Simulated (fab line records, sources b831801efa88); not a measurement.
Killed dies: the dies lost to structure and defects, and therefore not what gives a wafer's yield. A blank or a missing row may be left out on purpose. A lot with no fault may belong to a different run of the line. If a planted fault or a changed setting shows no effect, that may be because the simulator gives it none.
The tool behind it: which one? | flow sky130 | 14 lots with 42 wafers sampled at 2 steps, on a route of 708 steps

## WHAT THE GAUGES SHOWED, per wafer
SKY_PWDE_OVL_MEAS_07. Usual: PWDE_OVL gives -0.4 nm (standard deviation 1.7).
lot  | measured    | on         | PWDE_OVL (nm)  | flag
L111 | day 4 22:21 | overlay-01 | 0.4 -1.7 -2.2  |
L116 | day 6 01:39 | overlay-02 | -0.2 3.3 1.6   |
L118 | day 6 08:57 | overlay-01 | -0.9 -1.3 -2.0 |
L117 | day 6 09:12 | overlay-01 | 0.8 2.4 1.1    |
L119 | day 6 21:11 | overlay-01 | -1.8 -0.1 1.8  |
L120 | day 6 21:27 | overlay-02 | 1.2 1.0 1.1    |
L122 | day 7 06:58 | overlay-02 | -0.8 -0.7 1.2  |
L123 | day 7 19:50 | overlay-01 | -1.6 -0.5 0.0  |
L124 | day 7 21:35 | overlay-02 | -0.5 -1.2 -1.9 |
L125 | day 8 04:57 | overlay-01 | -2.3 -1.8 -2.8 |
L127 | day 8 12:05 | overlay-01 | -1.9 -1.8 -2.0 |
L128 | day 8 19:20 | overlay-02 | -1.2 -0.2 0.1  |
L129 | day 9 01:30 | overlay-01 | -2.6 -3.3 -3.5 |
L130 | day 9 06:04 | overlay-01 | -0.7 -0.7 -2.8 |

SKY_NWELL_RS_MEAS_29: measurement is done with a four-point probe. Usual: NWELL_RS gives 624.2 ohm/sq (standard deviation 1.9).
lot  | measured     | on            | NWELL_RS (ohm/sq) | flag
L111 | day 6 11:04  | film_metro-04 | 623.4 619.6 624.0 |
L116 | day 7 16:09  | film_metro-04 | 624.6 621.0 623.8 |
L118 | day 8 00:28  | film_metro-03 | 623.4 624.2 625.0 |
L117 | day 8 01:07  | film_metro-03 | 626.1 626.5 626.5 |
L119 | day 8 12:56  | film_metro-04 | 627.5 628.3 628.7 |
L120 | day 8 14:47  | film_metro-03 | 623.8 624.7 624.1 |
L122 | day 9 00:29  | film_metro-02 | 623.0 624.3 622.3 |
L123 | day 9 14:22  | film_metro-04 | 623.9 625.1 626.3 |
L124 | day 9 16:06  | film_metro-03 | 624.0 624.6 625.3 |
L125 | day 9 22:42  | film_metro-03 | 623.2 625.0 624.8 |
L127 | day 10 07:38 | film_metro-04 | 623.1 622.5 623.6 |
L128 | day 10 15:11 | film_metro-02 | 622.3 620.7 622.0 |
L129 | day 10 21:32 | film_metro-02 | 620.2 620.5 622.0 |
L130 | day 11 02:50 | film_metro-03 | 625.4 624.9 625.7 |

## EACH LOT AND THE TOOL THAT RAN IT (in order: tool; ch and the chambers of the sampled wafers; start)
There is no process step in the record ahead of these readings.

## WHAT THE TOOLS THEMSELVES READ (means of the sampled wafers that have a number; where no wafer has one, the mark that the record gives instead)
The record holds no such reading with a usual standard deviation.

## THE ANSWER, worked out from the rows above alone
Rule: take the mean of a lot's wafers that have a number; if it is more than 3 standard deviations from the usual mean, the lot is off. Also off: a lot with no number at a reading for which 4 or more lots have one. The other lots that the step has rows for count as sound. After the gauges, taken in route order, come the tools' own readings; for these a lot's mean is taken, as printed above. The first step at which some lot is off is used, and at that step the reading that is off furthest; a lot without a number counts as furthest.
No lot is off at any reading shown: from this, nothing can be told.

## WHAT HAD BEEN PUT IN BY THE SIMULATOR
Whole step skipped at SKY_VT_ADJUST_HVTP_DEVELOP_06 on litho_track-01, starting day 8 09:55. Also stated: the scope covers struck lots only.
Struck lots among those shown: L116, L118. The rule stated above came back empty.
